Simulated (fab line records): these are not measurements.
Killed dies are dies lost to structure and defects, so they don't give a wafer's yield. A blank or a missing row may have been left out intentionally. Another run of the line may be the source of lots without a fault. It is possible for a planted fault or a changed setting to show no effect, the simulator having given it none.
fab line records | flow sky130 | part 2 of 2: steps 29 to 41 of 41
record: lots: 5 wafers: 15 last-day: 50
route steps=708 shown CAP2M@607 METAL4@621 VIA4@639
lots untouched by any fault: they come from a run of this same line in which no faults occurred
start-h: hours from the record's first day to the start of the lot's first wafer shown | wait-h: time in hours since the lot's previous step | " the same as in the row above | L1.1+2: several wafers, shown together as one row | - no value, or no start given | * or withheld: withheld | < > ~ a bound
route shown NAME@n: a module of which the file shows steps, and the number in the route of the first | usual: mean and standard deviation over wafers with no fault | same: alike in all rows | chamber/n: place in a boat | sites: readings site by site | _std_site: how widely they spread, as a standard deviation | _edge_site: outer sites' mean less inner sites' | radius-mm: how far each site lies from the wafer's centre | mask NAME#n: copy n | behind: tool/chamber where the wafer was last shaped | hold: the reason the lot was held/the length of the hold in hours/how it ended | device: the transistor (n, p or np) that didn't switch | end of line: the tests these same wafers got at the end of their route | for a step that has no rows: nothing shown but its recipe | killed: not the wafer's yield, but the dies lost to structure and defects at the first sort | map: a wafer's dies, x killed, . not, _ none there
set.NAME: the setting as run; set.NAME@STEP: as run at that earlier step | model.NAME: the simulator's own value behind a step, which no gauge read
certain route steps with their lots: each step a table, each wafer a row
services: the hour from which a tool's chamber was out of use, counted from the record's first day as start-h (under 0 if before that day), plus the number of hours and why
== steps ==
step: SKY_METAL4_STRIP_19
recipe: chemistry: O2/N2 power-w: 1400 pressure-mtorr: 1500 platen-temp-c: withheld o2-flow-sccm: 3000 n2-flow-sccm: 300 overash-fraction: 0.5
usual: chamber-pressure-mTorr: 1500.0/1.4 drypump-motor-current-A: 5.37/0.16 n2-flow-sccm: 300.1/0.83 oes-product-au: 0.502/0.0058 strip-time-to-endpoint-s: 6.53/0.07
columns lot.wafer tool chamber start-h wait-h chamber-pressure-mTorr drypump-motor-current-A n2-flow-sccm oes-product-au rf-hours-counter-h strip-time-to-endpoint-s
L076.2 plasma-asher-02 1 1000.27 0.1 1499.2 5.36 300.7 0.498 26 6.60
L076.5 " 1 " " 1500.6 5.33 299.8 0.503 - 6.52
L076.6 " 0 " " 1499.0 5.32 300.3 0.507 - 6.58
L085.3 plasma-asher-03 0 1054.54 0.1 1500.0 5.36 299.6 0.501 - 6.52
L085.4 " 1 " " 1500.4 5.58 299.0 0.496 - 6.48
L085.6 " 1 " " 1499.8 5.56 299.3 0.503 - 6.54
L090.2 plasma-asher-02 1 1086.92 0.1 1497.6 5.35 301.6 0.497 35 6.44
L090.4 " 0 " " 1497.6 5.31 299.3 0.494 - 6.47
L090.5 " 0 " " 1499.0 5.31 299.7 0.489 - 6.54
L092.3 plasma-asher-02 0 1099.40 0.1 1498.7 5.32 300.2 0.509 - 6.61
L092.4 " 1 " " 1500.5 5.35 299.7 0.504 - 6.57
L092.5 " 1 " " 1500.7 5.35 300.5 0.501 - 6.50
L095.2 plasma-asher-03 0 1114.17 0.1 1501.3 5.37 299.4 0.505 68 6.62
L095.3 " 0 " " 1499.6 5.36 298.6 0.499 - 6.59
L095.6 " 1 " " 1497.9 5.57 300.5 0.501 - 6.62
step: SKY_METAL4_STRIP_20
recipe: chemistry: post-etch-residue-remover time-s: 1200 temp-c: 72.5
usual: bath-guard-temp-C: 72.5/0.47
columns lot.wafer tool chamber start-h wait-h bath-guard-temp-C
L076.2 wet-bench-04 0 1000.37 0.1 71.9
L076.5 " 0 " " 72.2
L076.6 " 0 " " 72.3
L085.3 wet-bench-03 2 1054.61 0.0 72.3
L085.4 " 2 " " 72.5
L085.6 " 2 " " 72.9
L090.2 wet-bench-03 1 1087.02 0.1 72.3
L090.4 " 1 " " 71.9
L090.5 " 1 " " 72.2
L092.3 wet-bench-04 0 1099.46 0.0 72.3
L092.4 " 0 " " 72.1
L092.5 " 0 " " 72.4
L095.2 wet-bench-04 2 1114.27 0.1 72.3
L095.3 " 2 " " 72.5
L095.6 " 2 " " 72.4
step: SKY_METAL4_CLEAN_21
recipe: chemistry: IPA time-s: 180 temp-c: 25
columns lot.wafer tool chamber start-h wait-h
L076.2+5+6 wet-bench-03 1 1000.71 0.0
L085.3+4+6 wet-bench-02 2 1054.95 0.0
L090.2+4+5 wet-bench-04 1 1087.36 0.0
L092.3+4+5 wet-bench-03 0 1099.81 0.0
L095.2+3+6 wet-bench-03 1 1114.61 0.0
step: SKY_METAL4_CLEAN_22
recipe: chemistry: O3/DIW dry: n2-spin
columns lot.wafer tool chamber start-h wait-h
L076.2+5+6 wet-bench-03 0 1000.78 0.0
L085.3+4+6 wet-bench-04 0 1055.01 0.0
L090.2+4+5 wet-bench-03 2 1087.42 0.0
L092.3+4+5 wet-bench-02 3 1099.86 0.0
L095.2+3+6 wet-bench-04 2 1114.67 0.0
step: SKY_VIA4_HDPCVD_00
recipe: material: SiO2 target-thk-nm: 1750 sigma-open-frac: 0.3 time-s: 291.7 temp-c: 400 sih4-flow-sccm: 60 pressure-mtorr: 6
usual: sih4-flow-sccm: 59.98/0.18
columns lot.wafer tool chamber start-h wait-h sih4-flow-sccm
L076.2 hdpcvd-02 1 1000.88 0.0 59.77
L076.5 " 0 " " 60.42
L076.6 " 1 " " 59.67
L085.3 hdpcvd-02 1 1055.19 0.1 60.05
L085.4 " 0 " " 60.10
L085.6 " 0 " " 60.34
L090.2 hdpcvd-02 0 1087.51 0.0 60.13
L090.4 " 1 " " 59.87
L090.5 " 1 " " 59.95
L092.3 hdpcvd-02 0 1100.05 0.1 60.25
L092.4 " 1 " " 59.98
L092.5 " 0 " " 59.91
L095.2 hdpcvd-01 2 1114.76 0.0 60.04
L095.3 " 1 " " 59.64
L095.6 " 1 " " 59.59
step: SKY_VIA4_THK_MEAS_01
recipe: reads: SiO2_of_VIA4_HDPCVD_00
usual: VIA4_HDPCVD_THK: 1748/15
columns lot.wafer tool chamber start-h wait-h VIA4_HDPCVD_THK[nm]
L076.2 film-metro-03 - 1001.06 0.1 1747
L076.5 " - " " 1746
L076.6 " - " " 1751
L085.3 film-metro-04 - 1055.39 0.1 1725
L085.4 " - " " 1739
L085.6 " - " " 1735
L090.2 film-metro-03 - 1087.78 0.2 1749
L090.4 " - " " 1743
L090.5 " - " " 1737
L092.3 film-metro-03 - 1100.24 0.1 1757
L092.4 " - " " 1751
L092.5 " - " " 1782
L095.2 film-metro-02 - 1114.95 0.1 1760
L095.3 " - " " 1768
L095.6 " - " " 1741
step: SKY_VIA4_CMP_02
recipe: material: SiO2 down-force-psi: 4 platen-rpm: 60 pad-velocity-m-s: 0.94248
usual: edge-zone-pressure-frac: 0.999/0.0049 motor-current-A: 12.2/0.94
columns lot.wafer tool chamber start-h wait-h edge-zone-pressure-frac motor-current-A
L076.2 cmp-01 2 1001.16 0.1 0.995 11.3
L076.5 " 1 " " 0.996 13.3
L076.6 " 2 " " 0.997 11.0
L085.3 cmp-02 1 1055.53 0.1 1.004 13.0
L085.4 " 2 " " 0.999 12.6
L085.6 " 0 " " 1.001 10.5
L090.4 cmp-01 2 1087.83 0.0 1.001 11.5
L090.2 " 3 " " 1.000 12.2
L090.5 " 3 " " 1.004 12.8
L092.3 cmp-01 0 1100.28 0.0 1.003 11.6
L092.4 " 3 " " 0.992 12.6
L092.5 " 1 " " 1.006 13.5
L095.3 cmp-02 3 1115.10 0.1 0.999 12.2
L095.2 " 0 " " 1.003 10.8
L095.6 " 1 " " 1.003 12.9
step: SKY_VIA4_BOW_MEAS_03
recipe: mode: bow
usual: VIA4_BOW: 80/7.6
columns lot.wafer tool chamber start-h wait-h VIA4_BOW[um]
L076.2 film-metro-04 - 1001.43 0.2 78
L076.5 " - " " 85
L076.6 " - " " 73
L085.3 film-metro-04 - 1055.77 0.2 84
L085.4 " - " " 79
L085.6 " - " " 83
L090.2 film-metro-04 - 1088.15 0.2 88
L090.4 " - " " 78
L090.5 " - " " 74
L092.3 film-metro-02 - 1100.62 0.3 84
L092.4 " - " " 83
L092.5 " - " " 81
L095.2 film-metro-02 - 1115.32 0.1 90
L095.3 " - " " 89
L095.6 " - " " 77
step: SKY_VIA4_DEHYDRATE_04
recipe: temp-c: 200 time-s: 60
columns lot.wafer tool chamber start-h wait-h
L076.2+5+6 litho-track-03 0 1012.49 11.0
L085.3+4+6 litho-track-03 0 1065.56 9.8
L090.2+4+5 litho-track-04 0 1097.70 9.5
L092.3+4+5 litho-track-03 0 1110.11 9.5
L095.2+3+6 litho-track-03 0 1124.69 9.3
step: SKY_VIA4_HMDS_05
recipe: prime-time-s: 60 prime-temp-c: 120
columns lot.wafer tool chamber start-h wait-h
L076.2+5+6 litho-track-03 0 1012.64 0.1
L085.3+4+6 litho-track-03 0 1065.71 0.1
L090.2+4+5 litho-track-04 0 1097.85 0.1
L092.3+4+5 litho-track-03 0 1110.26 0.1
L095.2+3+6 litho-track-03 0 1124.84 0.1
step: SKY_VIA4_COAT_06
recipe: resist: NOVOLAK spin-rpm: 3000 resist-thk-nm: 1140
columns lot.wafer tool chamber start-h wait-h
L076.2+5+6 litho-track-03 0 1012.79 0.1
L085.3+4+6 litho-track-03 0 1065.86 0.1
L090.2+4+5 litho-track-04 0 1098.00 0.1
L092.3+4+5 litho-track-03 0 1110.41 0.1
L095.2+3+6 litho-track-03 0 1124.99 0.1
step: SKY_VIA4_SOFTBAKE_07
recipe: temp-c: 90 time-s: 60 resist: NOVOLAK
columns lot.wafer tool chamber start-h wait-h
L076.2+5+6 litho-track-03 0 1012.94 0.1
L085.3+4+6 litho-track-03 0 1066.01 0.1
L090.2+4+5 litho-track-04 0 1098.15 0.1
L092.3+4+5 litho-track-03 0 1110.56 0.1
L095.2+3+6 litho-track-03 0 1125.14 0.1
step: SKY_VIA4_EXPOSE_08
recipe: mask-id: VIM4 na: 0.6 source-shape: conventional sigma-outer: 0.6 polarization: unpolarized target-cd-nm: 800 dose-mj: 132
columns lot.wafer tool chamber start-h wait-h mask
L076.2+5+6 iline-stepper-01 0 - - VIM4#0
L085.3+4+6 iline-stepper-02 0 - - VIM4#0
L090.2+4+5 iline-stepper-02 0 - - VIM4#0
L092.3+4+5 iline-stepper-02 0 - - VIM4#0
L095.2+3+6 iline-stepper-02 0 - - VIM4#0
== services ==
columns tool chamber start-h hours kind
krf-scanner-02 - 939.97 0.7 repair
krf-scanner-02 - 946.00 6.7 repair
cmp-01 - 948.49 2.1 repair
krf-scanner-02 - 949.83 0.6 repair
cmp-01 - 957.59 0.3 repair
cmp-01 - 965.11 3.5 repair
rie-metal-02 - 973.41 2.8 pm
rie-diel-04 1 1004.80 2.9 repair
hdpcvd-02 0 1023.26 10.1 repair
krf-scanner-02 - 1024.48 0.8 pm
iline-stepper-02 - 1025.08 12.4 repair
cmp-01 - 1031.71 1.4 repair
rie-metal-02 1 1033.00 6.2 repair
cmp-01 - 1034.62 1.0 repair
krf-scanner-02 - 1041.90 1.3 pm
krf-scanner-02 - 1043.39 1.0 pm
iline-stepper-02 - 1045.83 7.1 repair
krf-scanner-02 - 1046.12 4.0 pm
rie-diel-04 2 1073.19 7.7 repair
plasma-asher-02 - 1079.99 2.1 repair
rie-diel-04 0 1080.38 9.5 repair
rie-metal-03 - 1100.70 1.4 pm
iline-stepper-02 - 1105.37 4.4 pm
hdpcvd-02 - 1122.52 2.8 pm
